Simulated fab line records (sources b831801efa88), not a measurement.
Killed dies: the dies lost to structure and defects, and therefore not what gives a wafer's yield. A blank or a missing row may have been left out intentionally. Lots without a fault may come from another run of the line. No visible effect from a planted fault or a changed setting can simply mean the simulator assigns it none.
Matching of chambers | flow sky130 | SKY_LI_CONTACT_ETCH_15 on rie diel-03 has 4 sister chambers
The step etches PSG in C4F8/O2/Ar, stops on Si, target depth 600 nm. 8 wafers are shown with their chamber, then 8 later ones without.

## EACH WAFER AND ITS CHAMBER
wafer  | chamber | oes product au (a.u.)
L074.5 | 1       | 0.837
L083.1 | 3       | 0.836
L083.4 | 0       | 0.837
L083.5 | 2       | 0.835
L089.2 | 3       | 0.840
L089.3 | 2       | 0.834
L089.4 | 1       | 0.839
L090.3 | 0       | 0.829

## WAFERS WITH NO CHAMBER GIVEN
wafer  | oes product au (a.u.)
L090.5 | 0.833
L090.6 | 0.833
L093.2 | 0.839
L093.3 | 0.843
L093.5 | 0.835
L096.3 | 0.835
L096.4 | 0.837
L096.5 | 0.829

## EACH ONE'S CHAMBER
wafer  | from the rows above               | in truth
L090.5 | can't be placed: 0 or 2 or 1 or 3 | 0
L090.6 | can't be placed: 0 or 2 or 1 or 3 | 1
L093.2 | can't be placed: 1 or 3 or 2 or 0 | 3
L093.3 | can't be placed: 1 or 3 or 2 or 0 | 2
L093.5 | can't be placed: 2 or 0 or 1 or 3 | 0
L096.3 | can't be placed: 2 or 0 or 1 or 3 | 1
L096.4 | can't be placed: 1 or 3 or 2 or 0 | 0
L096.5 | can't be placed: 0 or 2 or 1 or 3 | 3
Placed correctly: 0 of 8. From these rows, 8 cannot be placed; in 8 the true chamber is one of the candidates. Placed wrongly: 0.
How it was worked out, from the rows above alone: a wafer's distance from a chamber is the root of the sum, over the readings, of the square of ((its reading less the chamber's mean) divided by the reading's scatter). The wafer belongs to the nearest chamber; if the next one is less than 2 further off, it can't be placed. The mean given for a chamber averages the wafers shown for that chamber. The scatter is the square root of a quotient: the sum, over the shown wafers, of each reading's squared deviation from its chamber's mean, divided by wafers minus chambers.
